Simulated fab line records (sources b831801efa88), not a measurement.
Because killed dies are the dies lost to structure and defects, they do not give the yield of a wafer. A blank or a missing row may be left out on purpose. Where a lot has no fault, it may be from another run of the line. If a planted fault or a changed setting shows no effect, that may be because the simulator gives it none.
fab line records + flow sky130
record
- lots=6
- wafers=18
- last-day=50
route steps=708 shown LI_CONTACT@370 PAD_OPEN@708
lots untouched by any fault: they come from a run of this same line in which no faults occurred
start-h: start of the lot's first displayed wafer, in hours after the record's first day + wait-h: hours from the lot's prior step to this one + " unchanged from the row above + L1.1+2: a single row standing in for several wafers + - no value, or no start was given + * or withheld: withheld + < > ~ a bound
route shown NAME@n: NAME is a module with steps in the file, n the number in the route of the first one + usual: mean/standard deviation taken from wafers without a fault + same: alike in all rows + chamber/n: place in a boat + sites: readings site by site + _std_site: the values' standard deviation + _edge_site: inner sites' mean taken away from outer sites' mean + radius-mm: for every site, how far away it sits from the centre of the wafer + mask NAME#n: copy n + behind: tool/chamber where the wafer was last shaped + hold: cause of the lot's hold/its duration in hours/its outcome + device: the transistor (n, p or np) that didn't switch + end of line: the same wafers' tests at the end of the route + a step with no rows: only its recipe + killed: the dies lost at the first sort to structure and to defects; this is not the yield of the wafer + map: dies across one wafer; x = killed, . = not, _ = none there
set.NAME: setting as actually run; set.NAME@STEP: the setting as run at that earlier step + model.NAME: the simulator's own value behind a step, which no gauge read
lots at selected steps of the route; one table per step, one row per wafer
services: a tool's chamber out of use, with start hour (start-h, from the record's first day; less than 0 if before it), hours out, and reason
## steps
# step SKY_LI_CONTACT_SOFTBAKE_08
# recipe
- temp-c=100
- time-s=90
- resist=KrF-thick
# step SKY_LI_CONTACT_EXPOSE_09
# recipe
- mask-id=LICM1
- na=0.8
- source-shape=annular
- sigma-inner=0.55
- sigma-outer=0.85
- target-cd-nm=170
- dose-mj=38
# step SKY_LI_CONTACT_PEB_10
# recipe
- peb-temp-c=withheld
- peb-time-s=withheld
- resist=KrF-thick
# step SKY_LI_CONTACT_DEVELOP_11
# recipe
- develop-time-s=60
- resist=KrF-thick
- dev-temp-c=21
# step SKY_LI_CONTACT_CD_MEAS_12
# recipe
- target-cd-nm=170
# usual
- cd-nm=169.8/1.4
| lot.wafer | tool      | chamber | start-h | wait-h | cd-nm |
|-----------|-----------|---------|---------|--------|-------|
| L457.1    | cd-sem-02 | -       | 720.31  | -      | 171.1 |
| L457.4    | "         | -       | "       | "      | 172.4 |
| L457.6    | "         | -       | "       | "      | 170.1 |
| L463.2    | cd-sem-01 | -       | 754.33  | -      | 169.5 |
| L463.3    | "         | -       | "       | "      | 169.6 |
| L463.4    | "         | -       | "       | "      | 168.9 |
| L464.1    | cd-sem-01 | -       | 772.56  | -      | 170.5 |
| L464.5    | "         | -       | "       | "      | 169.4 |
| L464.6    | "         | -       | "       | "      | 169.7 |
| L472.3    | cd-sem-01 | -       | 817.70  | -      | 167.1 |
| L472.5    | "         | -       | "       | "      | 167.9 |
| L472.6    | "         | -       | "       | "      | 167.8 |
| L476.2    | cd-sem-02 | -       | 861.32  | -      | 171.5 |
| L476.4    | "         | -       | "       | "      | 170.3 |
| L476.6    | "         | -       | "       | "      | 170.8 |
| L477.2    | cd-sem-02 | -       | 865.58  | -      | 169.9 |
| L477.3    | "         | -       | "       | "      | 168.8 |
| L477.4    | "         | -       | "       | "      | 169.7 |
# step SKY_LI_CONTACT_OVL_MEAS_13
# usual
- LI_CONTACT_OVL=-1/4.8
| lot.wafer | tool       | chamber | start-h | wait-h | LI_CONTACT_OVL[nm] |
|-----------|------------|---------|---------|--------|--------------------|
| L457.1    | overlay-02 | -       | 720.43  | 0.1    | 7                  |
| L457.4    | "          | -       | "       | "      | -1                 |
| L457.6    | "          | -       | "       | "      | -2                 |
| L463.2    | overlay-01 | -       | 754.44  | 0.1    | 3                  |
| L463.3    | "          | -       | "       | "      | 2                  |
| L463.4    | "          | -       | "       | "      | 6                  |
| L464.1    | overlay-02 | -       | 772.68  | 0.1    | -3                 |
| L464.5    | "          | -       | "       | "      | 11                 |
| L464.6    | "          | -       | "       | "      | 1                  |
| L472.3    | overlay-01 | -       | 817.79  | 0.1    | 6                  |
| L472.5    | "          | -       | "       | "      | -3                 |
| L472.6    | "          | -       | "       | "      | -10                |
| L476.2    | overlay-01 | -       | 861.43  | 0.1    | -4                 |
| L476.4    | "          | -       | "       | "      | -4                 |
| L476.6    | "          | -       | "       | "      | -3                 |
| L477.2    | overlay-02 | -       | 865.69  | 0.1    | 0                  |
| L477.3    | "          | -       | "       | "      | 7                  |
| L477.4    | "          | -       | "       | "      | 2                  |
# step SKY_LI_CONTACT_ETCH_14
# recipe
- chemistry=N2/H2
- target=BARC
- ion-energy-ev=200
- source-w=500
- bias-w=100
- pressure-mtorr=30
- n2-flow-sccm=100
- h2-flow-sccm=200
- stop-on=SiO2
- time-s=45.9
- target-depth-a=600
# usual
- drypump-motor-current-A=5.5/0.47
- h2-flow-sccm=200.0/0.56
- oes-product-au=0.855/0.0048
- throttle-valve-pct=13.225/0.0093
| lot.wafer | tool        | chamber | start-h | wait-h | drypump-motor-current-A | h2-flow-sccm | oes-product-au | rf-hours-counter-h | throttle-valve-pct |
|-----------|-------------|---------|---------|--------|-------------------------|--------------|----------------|--------------------|--------------------|
| L457.1    | rie-diel-02 | 1       | 720.47  | 0.0    | 5.3                     | 199.5        | 0.854          | 8                  | 13.226             |
| L457.4    | "           | 2       | "       | "      | 5.6                     | 199.4        | 0.860          | 7                  | 13.250             |
| L457.6    | "           | 3       | "       | "      | 5.0                     | 200.5        | 0.854          | -                  | 13.240             |
| L463.2    | rie-diel-02 | 2       | 754.47  | 0.0    | 5.6                     | 200.1        | 0.857          | 8                  | 13.213             |
| L463.3    | "           | 1       | "       | "      | 5.3                     | 199.8        | 0.850          | 8                  | 13.215             |
| L463.4    | "           | 3       | "       | "      | 5.0                     | 199.3        | 0.854          | 5                  | 13.235             |
| L464.1    | rie-diel-04 | 0       | 772.71  | 0.0    | 4.9                     | 199.3        | 0.860          | 18                 | 13.219             |
| L464.5    | "           | 2       | "       | "      | 4.9                     | 200.7        | 0.854          | -                  | 13.204             |
| L464.6    | "           | 1       | "       | "      | 5.7                     | 199.9        | 0.859          | -                  | 13.218             |
| L472.3    | rie-diel-04 | 1       | 817.81  | 0.0    | 5.8                     | 200.5        | 0.844          | 11                 | 13.228             |
| L472.5    | "           | 0       | "       | "      | 4.9                     | 199.8        | 0.859          | -                  | 13.233             |
| L472.6    | "           | 2       | "       | "      | 4.8                     | 199.6        | 0.862          | -                  | 13.230             |
| L476.2    | rie-diel-03 | 2       | 861.46  | 0.0    | 5.4                     | 200.4        | 0.855          | 0                  | 13.218             |
| L476.4    | "           | 1       | "       | "      | 6.2                     | 201.1        | 0.858          | -                  | 13.223             |
| L476.6    | "           | 2       | "       | "      | 5.4                     | 200.5        | 0.857          | -                  | 13.228             |
| L477.2    | rie-diel-03 | 1       | 865.72  | 0.0    | 6.2                     | 200.1        | 0.850          | 11                 | 13.230             |
| L477.3    | "           | 2       | "       | "      | 5.4                     | 198.8        | 0.853          | 0                  | 13.207             |
| L477.4    | "           | 0       | "       | "      | 5.7                     | 199.6        | 0.858          | 13                 | 13.214             |
# step SKY_LI_CONTACT_ETCH_15
# recipe
- target=PSG
- chemistry=C4F8/O2/Ar
- stop-on=Si
- taper-deg=4.15
- mask-material=KrF-thick
- source-w=1500
- bias-w=1200
- pressure-mtorr=40
- c4f8-flow-sccm=withheld
- O2_flow_sccm=6
- Ar_flow_sccm=300
- time-s=withheld
- target-depth-a=6000
# usual
- oes-product-au=0.836/0.0043
| lot.wafer | tool        | chamber | start-h | wait-h | oes-product-au |
|-----------|-------------|---------|---------|--------|----------------|
| L457.1    | rie-diel-02 | 1       | 720.51  | 0.0    | 0.835          |
| L457.4    | "           | 2       | "       | "      | 0.835          |
| L457.6    | "           | 3       | "       | "      | 0.834          |
| L463.2    | rie-diel-02 | 2       | 754.51  | 0.0    | 0.842          |
| L463.3    | "           | 1       | "       | "      | 0.839          |
| L463.4    | "           | 3       | "       | "      | 0.840          |
| L464.1    | rie-diel-04 | 0       | 772.75  | 0.0    | 0.835          |
| L464.5    | "           | 2       | "       | "      | 0.843          |
| L464.6    | "           | 1       | "       | "      | 0.841          |
| L472.3    | rie-diel-04 | 1       | 817.85  | 0.0    | 0.836          |
| L472.5    | "           | 0       | "       | "      | 0.833          |
| L472.6    | "           | 2       | "       | "      | 0.842          |
| L476.2    | rie-diel-03 | 2       | 861.50  | 0.0    | 0.838          |
| L476.4    | "           | 1       | "       | "      | 0.837          |
| L476.6    | "           | 2       | "       | "      | 0.836          |
| L477.2    | rie-diel-03 | 1       | 865.76  | 0.0    | 0.845          |
| L477.3    | "           | 2       | "       | "      | 0.840          |
| L477.4    | "           | 0       | "       | "      | 0.837          |
# step SKY_LI_CONTACT_STRIP_16
# recipe
- chemistry=O2/N2
- power-w=1400
- pressure-mtorr=1500
- platen-temp-c=withheld
- o2-flow-sccm=3000
- n2-flow-sccm=300
- overash-fraction=0.5
# usual
- drypump-motor-current-A=5.9/0.48
- oes-product-au=0.377/0.0048
- strip-time-to-endpoint-s=3.51/0.034
# same
- overash-fraction=0.5
| lot.wafer | tool            | chamber | start-h | wait-h | drypump-motor-current-A | oes-product-au | rf-hours-counter-h | strip-time-to-endpoint-s |
|-----------|-----------------|---------|---------|--------|-------------------------|----------------|--------------------|--------------------------|
| L457.1    | plasma-asher-03 | 0       | 720.60  | -      | 6.3                     | 0.382          | 88                 | 3.52                     |
| L457.4    | "               | 1       | "       | "      | 5.7                     | 0.373          | -                  | 3.50                     |
| L457.6    | "               | 0       | "       | "      | 6.3                     | 0.373          | -                  | 3.52                     |
| L463.2    | plasma-asher-01 | 0       | 754.60  | -      | 5.3                     | 0.376          | 29                 | 3.46                     |
| L463.3    | "               | 0       | "       | "      | 5.3                     | 0.373          | -                  | 3.47                     |
| L463.4    | "               | 1       | "       | "      | 6.3                     | 0.376          | -                  | 3.47                     |
| L464.1    | plasma-asher-01 | 0       | 772.84  | -      | 5.3                     | 0.384          | 31                 | 3.51                     |
| L464.5    | "               | 0       | "       | "      | 5.3                     | 0.374          | -                  | 3.48                     |
| L464.6    | "               | 1       | "       | "      | 6.3                     | 0.380          | -                  | 3.60                     |
| L472.3    | plasma-asher-04 | 0       | 817.97  | -      | 5.3                     | 0.379          | -                  | 3.52                     |
| L472.5    | "               | 1       | "       | "      | 6.6                     | 0.381          | -                  | 3.53                     |
| L472.6    | "               | 0       | "       | "      | 5.4                     | 0.378          | -                  | 3.49                     |
| L476.2    | plasma-asher-04 | 1       | 861.59  | -      | 6.6                     | 0.366          | 72                 | 3.52                     |
| L476.4    | "               | 1       | "       | "      | 6.7                     | 0.369          | -                  | 3.53                     |
| L476.6    | "               | 0       | "       | "      | 5.3                     | 0.383          | -                  | 3.55                     |
| L477.2    | plasma-asher-03 | 0       | 865.85  | -      | 6.3                     | 0.372          | 102                | 3.48                     |
| L477.3    | "               | 0       | "       | "      | 6.3                     | 0.375          | -                  | 3.53                     |
| L477.4    | "               | 1       | "       | "      | 5.7                     | 0.378          | -                  | 3.51                     |
# step SKY_LI_CONTACT_CLEAN_17
# recipe
- chemistry=NMP
- time-s=600
- temp-c=60
- dry=n2-spin
# step SKY_LI_CONTACT_PRE_CLEAN_18
# recipe
- gas=Ar
- time-s=5.6
- bias-v=358
# step SKY_LI_CONTACT_SPUTTER_19
# recipe
- material=Ti
- target-thk-nm=20
- chamber-pressure-pa=5
- power-w=2500
- substrate-temp-c=200
- time-s=106.37
# usual
- cathode-dc-power-W=2499.9/0.49
- chamber-pressure-pa=4.999/0.01
- throttle-valve-pct=29.9/0.91
| lot.wafer | tool           | chamber | start-h | wait-h | cathode-dc-power-W | chamber-pressure-pa | throttle-valve-pct |
|-----------|----------------|---------|---------|--------|--------------------|---------------------|--------------------|
| L457.1    | pvd-sputter-02 | -       | 720.89  | 0.0    | 2501.1             | 5.008               | 29.2               |
| L457.4    | "              | -       | "       | "      | 2500.9             | 5.005               | 31.6               |
| L457.6    | "              | -       | "       | "      | 2499.6             | 5.001               | 31.7               |
| L463.2    | pvd-sputter-02 | -       | 755.06  | 0.0    | 2500.1             | 4.989               | 30.5               |
| L463.3    | "              | -       | "       | "      | 2499.4             | 5.015               | 30.8               |
| L463.4    | "              | -       | "       | "      | 2500.1             | 5.010               | 29.1               |
| L464.1    | pvd-sputter-02 | -       | 773.14  | 0.0    | 2500.3             | 4.997               | 30.9               |
| L464.5    | "              | -       | "       | "      | 2499.9             | 4.999               | 30.4               |
| L464.6    | "              | -       | "       | "      | 2500.0             | 4.984               | 29.2               |
| L472.3    | pvd-sputter-01 | -       | 818.25  | 0.0    | 2500.2             | 5.000               | 29.4               |
| L472.5    | "              | -       | "       | "      | 2500.0             | 4.991               | 30.0               |
| L472.6    | "              | -       | "       | "      | 2499.9             | 4.995               | 29.5               |
| L476.2    | pvd-sputter-02 | -       | 861.90  | 0.0    | 2500.3             | 4.990               | 30.6               |
| L476.4    | "              | -       | "       | "      | 2500.5             | 5.003               | 29.3               |
| L476.6    | "              | -       | "       | "      | 2499.5             | 5.007               | 31.5               |
| L477.2    | pvd-sputter-01 | -       | 866.14  | 0.0    | 2500.1             | 5.003               | 29.6               |
| L477.3    | "              | -       | "       | "      | 2499.1             | 4.993               | 30.4               |
| L477.4    | "              | -       | "       | "      | 2500.2             | 5.002               | 30.3               |
# step SKY_LI_CONTACT_SPUTTER_20
# recipe
- material=TiN
- target-thk-nm=20
- chamber-pressure-pa=5
- power-w=4000
- time-s=80
# usual
- cathode-dc-power-W=4000.0/0.75
- chamber-pressure-pa=4.999/0.01
- throttle-valve-pct=29.9/0.92
| lot.wafer | tool           | chamber | start-h | wait-h | cathode-dc-power-W | chamber-pressure-pa | throttle-valve-pct | model.TiN_of_LI_CONTACT_SPUTTER_20.thk-nm |
|-----------|----------------|---------|---------|--------|--------------------|---------------------|--------------------|-------------------------------------------|
| L457.1    | pvd-sputter-02 | -       | 720.97  | 0.0    | 4000.4             | 4.986               | 29.1               | 20.07                                     |
| L457.4    | "              | -       | "       | "      | 4000.6             | 5.019               | 31.6               | 20.05                                     |
| L457.6    | "              | -       | "       | "      | 4000.6             | 5.015               | 31.8               | 20.23                                     |
| L463.2    | pvd-sputter-02 | -       | 755.14  | 0.0    | 4000.3             | 4.289               | 32.7               | 22.9                                      |
| L463.3    | "              | -       | "       | "      | 3998.9             | 4.273               | 33.2               | 23.11                                     |
| L463.4    | "              | -       | "       | "      | 3999.1             | 4.262               | 31.5               | 23.22                                     |
| L464.1    | pvd-sputter-02 | -       | 773.22  | 0.0    | 4000.2             | 4.275               | 33.2               | 22.93                                     |
| L464.5    | "              | -       | "       | "      | 4000.1             | 4.282               | 33.2               | 22.76                                     |
| L464.6    | "              | -       | "       | "      | 4000.3             | 4.265               | 31.3               | 22.97                                     |
| L472.3    | pvd-sputter-01 | -       | 818.33  | 0.0    | 4000.0             | 5.017               | 29.3               | 19.94                                     |
| L472.5    | "              | -       | "       | "      | 4001.6             | 5.003               | 30.4               | 20.01                                     |
| L472.6    | "              | -       | "       | "      | 4000.6             | 4.998               | 29.3               | 19.95                                     |
| L476.2    | pvd-sputter-02 | -       | 861.97  | 0.0    | 4000.3             | 4.994               | 30.6               | 20.06                                     |
| L476.4    | "              | -       | "       | "      | 4000.5             | 5.014               | 29.3               | 20.05                                     |
| L476.6    | "              | -       | "       | "      | 4000.6             | 4.996               | 31.7               | 20.16                                     |
| L477.2    | pvd-sputter-01 | -       | 866.22  | 0.0    | 4001.5             | 4.981               | 29.4               | 20.23                                     |
| L477.3    | "              | -       | "       | "      | 4000.7             | 4.990               | 30.2               | 20.07                                     |
| L477.4    | "              | -       | "       | "      | 4000.7             | 5.005               | 30.6               | 20.15                                     |
# step SKY_LI_CONTACT_CVD_21
# recipe
- material=W
- target-thk-nm=400
- time-s=120.56
- temp-c=400
- pressure-torr=40
# usual
- heater-power-w=912/58
| lot.wafer | tool     | chamber | start-h | wait-h | heater-power-w |
|-----------|----------|---------|---------|--------|----------------|
| L457.1    | cvd-w-01 | 1       | 721.03  | 0.0    | 954            |
| L457.4    | "        | 1       | "       | "      | 948            |
| L457.6    | "        | 1       | "       | "      | 933            |
| L463.2    | cvd-w-01 | 1       | 755.20  | 0.0    | 949            |
| L463.3    | "        | 1       | "       | "      | 973            |
| L463.4    | "        | 0       | "       | "      | 962            |
| L464.1    | cvd-w-01 | 1       | 773.29  | 0.0    | 973            |
| L464.5    | "        | 1       | "       | "      | 996            |
| L464.6    | "        | 0       | "       | "      | 934            |
| L472.3    | cvd-w-01 | 1       | 818.43  | 0.1    | 973            |
| L472.5    | "        | 0       | "       | "      | 941            |
| L472.6    | "        | 1       | "       | "      | 960            |
| L476.2    | cvd-w-02 | 1       | 862.04  | 0.0    | 808            |
| L476.4    | "        | 1       | "       | "      | 834            |
| L476.6    | "        | 1       | "       | "      | 809            |
| L477.2    | cvd-w-01 | 0       | 866.28  | 0.0    | 942            |
| L477.3    | "        | 1       | "       | "      | 987            |
| L477.4    | "        | 0       | "       | "      | 956            |
# step SKY_PAD_OPEN_PROBE_99
# usual
- killed_at_M0_to_M3=42/6.4
- killed_at_M4_up=3.2/1.9
- killed-at-contacts=24/4.8
- killed-at-front-end=16/4.4
- killed-at-other=0.3/0.55
- killed-dies=86/8.6
- killed-open=46/6.6
- killed-short=39/5.7
# same
- gross-dies=492
- killed-at-back-side=0
| lot.wafer | tool      | chamber | start-h | wait-h | killed_at_M0_to_M3 | killed_at_M4_up | killed-at-contacts | killed-at-front-end | killed-at-other | killed-dies | killed-open | killed-short |
|-----------|-----------|---------|---------|--------|--------------------|-----------------|--------------------|---------------------|-----------------|-------------|-------------|--------------|
| L457.1    | prober-02 | -       | 1105.95 | 0.1    | 39                 | 4               | 25                 | 16                  | 1               | 85          | 50          | 34           |
| L457.4    | prober-02 | -       | 1106.10 | 0.2    | 41                 | 1               | 16                 | 22                  | 0               | 80          | 38          | 42           |
| L457.6    | prober-02 | -       | 1106.20 | 0.2    | 46                 | 6               | 21                 | 22                  | 1               | 96          | 37          | 59           |
| L463.2    | prober-01 | -       | 1132.49 | 0.1    | 47                 | 3               | 31                 | 14                  | 0               | 95          | 51          | 44           |
| L463.3    | prober-01 | -       | 1132.54 | 0.2    | 36                 | 4               | 22                 | 20                  | 1               | 83          | 44          | 39           |
| L463.4    | prober-01 | -       | 1132.59 | 0.2    | 35                 | 7               | 24                 | 16                  | 1               | 83          | 32          | 51           |
| L464.1    | prober-02 | -       | 1143.78 | 0.1    | 41                 | 1               | 25                 | 14                  | 1               | 82          | 43          | 39           |
| L464.5    | prober-02 | -       | 1143.98 | 0.2    | 38                 | 5               | 27                 | 17                  | 1               | 88          | 46          | 42           |
| L464.6    | prober-02 | -       | 1144.03 | 0.2    | 37                 | 4               | 31                 | 13                  | 0               | 85          | 45          | 40           |
| L476.2    | prober-02 | -       | 1200.22 | 0.1    | 35                 | 4               | 21                 | 12                  | 0               | 72          | 36          | 35           |
| L476.4    | prober-02 | -       | 1200.32 | 0.2    | 55                 | 3               | 24                 | 13                  | 0               | 95          | 52          | 43           |
| L476.6    | prober-02 | -       | 1200.42 | 0.2    | 43                 | 1               | 23                 | 12                  | 1               | 80          | 49          | 31           |
| L477.2    | prober-01 | -       | 1205.09 | 0.1    | 26                 | 1               | 32                 | 12                  | 0               | 71          | 37          | 33           |
| L477.3    | prober-01 | -       | 1205.14 | 0.2    | 41                 | 6               | 38                 | 15                  | 0               | 100         | 63          | 37           |
| L477.4    | prober-01 | -       | 1205.19 | 0.2    | 51                 | 10              | 29                 | 8                   | 0               | 98          | 50          | 47           |
# killed by level:class
L457.1 VIA1:geometric-particle:open=11 LI_CONTACT:geometric-particle:open=7 FIELD_ISO:geometric-particle:open=6 CONTACT:geometric-particle:open=6 VIA3:geometric-particle:open=6 FIELD_ISO:geometric-particle:short=5 CONTACT:geometric-particle:short=5 METAL1:geometric-particle:short=5
L457.4 VIA1:geometric-particle:open=9 METAL1:geometric-particle:short=8 CONTACT:geometric-particle:open=7 VIA2:geometric-particle:open=6 FIELD_ISO:geometric-particle:short=5 FIELD_ISO:geometric-particle:open=4 POLY_GATE:geometric-particle:open=4 POLY_GATE:geometric-particle:short=4
L457.6 METAL1:geometric-particle:short=12 CONTACT:geometric-particle:short=8 VIA1:geometric-particle:open=7 FIELD_ISO:geometric-particle:short=6 FIELD_ISO:geometric-particle:open=6 CONTACT:geometric-particle:open=6 VIA3:geometric-particle:open=6 VIA1:geometric-particle:short=5
L463.2 CONTACT:geometric-particle:open=14 LI_CONTACT:geometric-particle:open=9 VIA1:geometric-particle:open=8 VIA2:geometric-particle:open=7 METAL2:geometric-particle:short=6 VIA2:geometric-particle:short=5 VIA3:geometric-particle:open=5 FIELD_ISO:geometric-particle:short=4
L463.3 FIELD_ISO:geometric-particle:short=8 VIA3:geometric-particle:open=7 LI_CONTACT:geometric-particle:open=6 CONTACT:geometric-particle:open=6 VIA1:geometric-particle:open=6 VIA1:geometric-particle:short=5 LOCAL_INTERCONNECT:geometric-particle:short=5 POLY_GATE:geometric-particle:open=4
L463.4 LOCAL_INTERCONNECT:geometric-particle:short=7 CONTACT:geometric-particle:open=7 FIELD_ISO:geometric-particle:short=6 VIA1:geometric-particle:short=6 METAL2:geometric-particle:short=6 METAL4:geometric-particle:short=6 LI_CONTACT:geometric-particle:open=5 CONTACT:geometric-particle:short=4
L464.1 VIA1:geometric-particle:open=9 VIA3:geometric-particle:open=8 CONTACT:geometric-particle:open=8 FIELD_ISO:geometric-particle:short=5 LOCAL_INTERCONNECT:geometric-particle:short=5 CONTACT:geometric-particle:short=5 METAL2:geometric-particle:short=5 VIA2:geometric-particle:open=5
L464.5 VIA2:geometric-particle:open=9 LI_CONTACT:geometric-particle:open=7 LOCAL_INTERCONNECT:geometric-particle:short=6 FIELD_ISO:geometric-particle:open=5 FIELD_ISO:geometric-particle:short=5 CONTACT:geometric-particle:short=5 METAL2:geometric-particle:short=5 POLY_GATE:geometric-particle:short=4
L464.6 CONTACT:geometric-particle:open=12 LOCAL_INTERCONNECT:geometric-particle:short=7 VIA1:geometric-particle:open=6 VIA2:geometric-particle:open=6 VIA1:geometric-particle:short=5 VIA3:geometric-particle:open=5 CONTACT:geometric-particle:short=4 METAL2:geometric-particle:short=4
L476.2 VIA1:geometric-particle:open=11 CONTACT:geometric-particle:open=10 POLY_GATE:geometric-particle:short=4 LI_CONTACT:geometric-particle:open=4 CONTACT:geometric-particle:short=4 METAL1:geometric-particle:short=4 VIA2:geometric-particle:open=4 METAL3:geometric-particle:short=4
L476.4 VIA1:geometric-particle:open=13 CONTACT:geometric-particle:open=9 VIA3:geometric-particle:open=8 METAL1:geometric-particle:short=7 CONTACT:geometric-particle:short=6 VIA2:geometric-particle:open=6 VIA3:geometric-particle:short=5 VIA1:geometric-particle:short=5
L476.6 VIA1:geometric-particle:open=12 CONTACT:geometric-particle:open=10 FIELD_ISO:geometric-particle:open=6 METAL1:geometric-particle:short=6 VIA2:geometric-particle:open=6 LOCAL_INTERCONNECT:geometric-particle:short=5 VIA2:geometric-particle:short=5 VIA1:geometric-particle:short=4
L477.2 CONTACT:geometric-particle:open=8 VIA3:geometric-particle:open=7 CONTACT:geometric-particle:short=6 LI_CONTACT:geometric-particle:short=5 LI_CONTACT:geometric-particle:open=5 LOCAL_INTERCONNECT:geometric-particle:short=5 METAL1:geometric-particle:short=4 VIA1:geometric-particle:open=4
L477.3 CONTACT:geometric-particle:open=15 VIA1:geometric-particle:open=10 LI_CONTACT:geometric-particle:open=9 VIA2:geometric-particle:open=9 METAL1:geometric-particle:short=7 CONTACT:geometric-particle:short=6 FIELD_ISO:geometric-particle:open=4 POLY_GATE:geometric-particle:open=4
L477.4 CONTACT:geometric-particle:open=11 VIA1:geometric-particle:open=10 LI_CONTACT:geometric-particle:open=8 METAL1:geometric-particle:short=7 METAL4:geometric-particle:short=7 METAL2:geometric-particle:short=7 VIA1:geometric-particle:short=6 VIA3:geometric-particle:open=5
## services
| tool            | chamber | start-h | hours | kind                   |
|-----------------|---------|---------|-------|------------------------|
| plasma-asher-04 | -       | 702.46  | 1.8   | repair                 |
| rie-diel-04     | 1       | 717.12  | 14.5  | repair                 |
| rie-diel-04     | 3       | 722.26  | 1.4   | repair                 |
| cvd-w-02        | 1       | 737.52  | 2.4   | repair                 |
| pvd-sputter-02  | -       | 748.00  | 1.4   | repair                 |
| pvd-sputter-01  | 0       | 754.10  | -     | consumable-replace:kit |
| pvd-sputter-01  | 0       | 754.10  | 18.0  | scheduled-down         |
| pvd-sputter-01  | 0       | 754.10  | 18.0  | vent-cycle             |
| rie-diel-02     | -       | 784.56  | 0.1   | repair                 |
| cvd-w-02        | -       | 792.23  | 3.9   | repair                 |
| rie-diel-04     | -       | 796.02  | 0.2   | repair                 |
| rie-diel-04     | 3       | 811.53  | 132.0 | repair                 |
| cvd-w-02        | 0       | 814.78  | 11.1  | repair                 |
| rie-diel-03     | 2       | 833.57  | -     | clean                  |
| rie-diel-03     | 2       | 833.57  | 20.3  | scheduled-down         |
| rie-diel-03     | 2       | 833.57  | 20.3  | vent-cycle             |
| cvd-w-01        | -       | 849.63  | 6.9   | pm                     |
| rie-diel-02     | -       | 851.03  | 0.2   | repair                 |
| rie-diel-03     | 3       | 859.84  | 3.5   | repair                 |
## key
first-sign
- step=SKY_LI_CONTACT_SPUTTER_20
- reading=chamber-pressure-pa
- direction=down
- sigmas=70
- usual=4.999
- struck=4.275
effect
- step=SKY_LI_CONTACT_SPUTTER_20
- reading=throttle-valve-pct
- direction=up
- sigmas=2.8
- usual=29.9
- struck=32.5
model-effect
- step=SKY_LI_CONTACT_SPUTTER_20
- value=TiN_of_LI_CONTACT_SPUTTER_20.thk-nm
- without=20.02
- struck=22.98
met-at SKY_LI_CONTACT_SPUTTER_20
struck-wafers L463.2,L463.3,L463.4,L464.1,L464.5,L464.6
tester-left-out L463,L464
onset-between 720.97 755.14
fault
- kind=process-parameter-drift
- tool=pvd-sputter-02
- chamber=-
- onset-h=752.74
- steps=SKY_LI_CONTACT_SPUTTER_20
- channel=chamber-pressure-pa
- offset=-0.72014
- shape=step
- end-h=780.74
- acts-in=these-recipes-only
- stated=5
# tester-left-out: of these lots the tester's yield and bins aren't shown, on N5 and GAA mostly nor the transistor test; their killed dies are dies lost to structure and defects alone, not to doping, threshold or leakage, so they don't give the yield
